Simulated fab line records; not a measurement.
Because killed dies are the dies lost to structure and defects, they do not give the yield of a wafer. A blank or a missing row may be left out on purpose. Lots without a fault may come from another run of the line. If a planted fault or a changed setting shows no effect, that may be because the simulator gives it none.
Comparing a struck lot with a sound one | flow sky130 | 19 steps out of a route of 708
Sound: these wafers, L145.2, L145.3, L145.4. Struck: wafer L162.6. (L162.2 of the same lot was not struck and is left out.) The cause comes at the end.
For every step that has rows: the tool of each side, followed by ch and its chambers, followed by its first start. Under that, the readings that differ: sound wafers | struck wafers | difference of the means | sigmas: that difference in standard deviations of wafers without a fault.
alike: readings whose means differ by less than 2 such deviations, and words and numbers that are the same on both sides. not compared: withheld readings, readings that some wafer has no value for, bounds like >300 that may hide the same value, and numbers for which the record gives no deviation and whose values overlap.
Wherever a step has rows on one side only, a row that says differs or no value, or a row with sigmas, the two part there. Non-overlapping numbers with no deviation appear without sigmas and do not part them. A reading missing from all wafers of one side parts the sides only when that side holds two or more wafers.

first, 1 step without rows for these wafers: SKY_LDD_P_DEVELOP_06 (develop time 60 s).
SKY_LDD_P_CD_MEAS_07 targets a cd of 380 nm.
  sound on cd_sem-02 at day 19 12:20; struck on cd_sem-02 at day 25 17:38
  reading    | sound             | struck | difference | sigmas
  cd_nm (nm) | 379.4 376.7 380.1 | 384.3  | +5.6       | +2
SKY_LDD_P_OVL_MEAS_08:
  sound on overlay-02 at day 19 12:27; struck on overlay-02 at day 25 17:44
  reading        | sound       | struck | difference | sigmas
  LDD_P_OVL (nm) | 6.0 5.2 4.7 | 1.8    | -3.5       | -2
after that, 1 step had no rows for these wafers: SKY_LDD_P_IMPLANT_09.
SKY_LDD_P_STRIP_10: strips in O2/N2.
  sound on plasma_asher-03 ch 0,1, day 19 12:38; struck on plasma_asher-02 ch 1, day 25 17:55
  alike: drypump_motor_current_A, oes_product_au, strip_time_to_endpoint_s
  not compared: rf_hours_counter_h
SKY_LDD_P_TW_MEAS_11:
  sound on film_metro-03 at day 19 12:44; struck on film_metro-02 at day 25 18:04
  alike: LDD_P_TW
then, 6 steps without rows for these wafers: SKY_LDD_HVN_DEHYDRATE_00 (time 60 s); SKY_LDD_HVN_HMDS_01 (prime time 60 s); SKY_LDD_HVN_COAT_02 (resist thk 300 nm); SKY_LDD_HVN_SOFTBAKE_03 (time 60 s); SKY_LDD_HVN_EXPOSE_04 (exposes mask HVNTM, target cd 700 nm); SKY_LDD_HVN_PEB_05.
SKY_LDD_HVN_DEVELOP_06: develop time 60 s.
  sound on litho_track-01 ch 0, day 20 19:41; struck on litho_track-02 ch 0, day 26 22:58
SKY_LDD_HVN_OVL_MEAS_07:
  sound on overlay-01 at day 20 19:49; struck on overlay-01 at day 26 23:06
  alike: LDD_HVN_OVL
after that, 1 step had no rows for these wafers: SKY_LDD_HVN_IMPLANT_08.
SKY_LDD_HVN_STRIP_09: strips in O2/N2.
  sound on plasma_asher-04 ch 0,1, day 20 20:00; struck on plasma_asher-02 ch 1, day 26 23:17
  alike: drypump_motor_current_A, oes_product_au, strip_time_to_endpoint_s
  not compared: rf_hours_counter_h
SKY_LDD_HVN_TW_MEAS_10:
  sound on film_metro-02 at day 20 20:07; struck on film_metro-01 at day 26 23:23
  reading    | sound          | struck | difference | sigmas
  LDD_HVN_TW | 1437 1438 1441 | 1347   | -92        | -5
then, 1 step without rows for these wafers: SKY_LDD_HVP_DEHYDRATE_00 (time 60 s).
-- here the record skips 23 days between the struck wafers' starts before and after, leaving off in module LDD_HVP and picking up in module PAD_OPEN (first step shown: number 708 of the route) --
SKY_PAD_OPEN_PROBE_99:
  record: rows for the struck wafers here (prober-02, day 50 03:58), none for the sound ones

## WHERE THEY PART
At SKY_LDD_P_CD_MEAS_07 first; at SKY_PAD_OPEN_PROBE_99 last (within this record only).

WHY: whatever the simulator had introduced
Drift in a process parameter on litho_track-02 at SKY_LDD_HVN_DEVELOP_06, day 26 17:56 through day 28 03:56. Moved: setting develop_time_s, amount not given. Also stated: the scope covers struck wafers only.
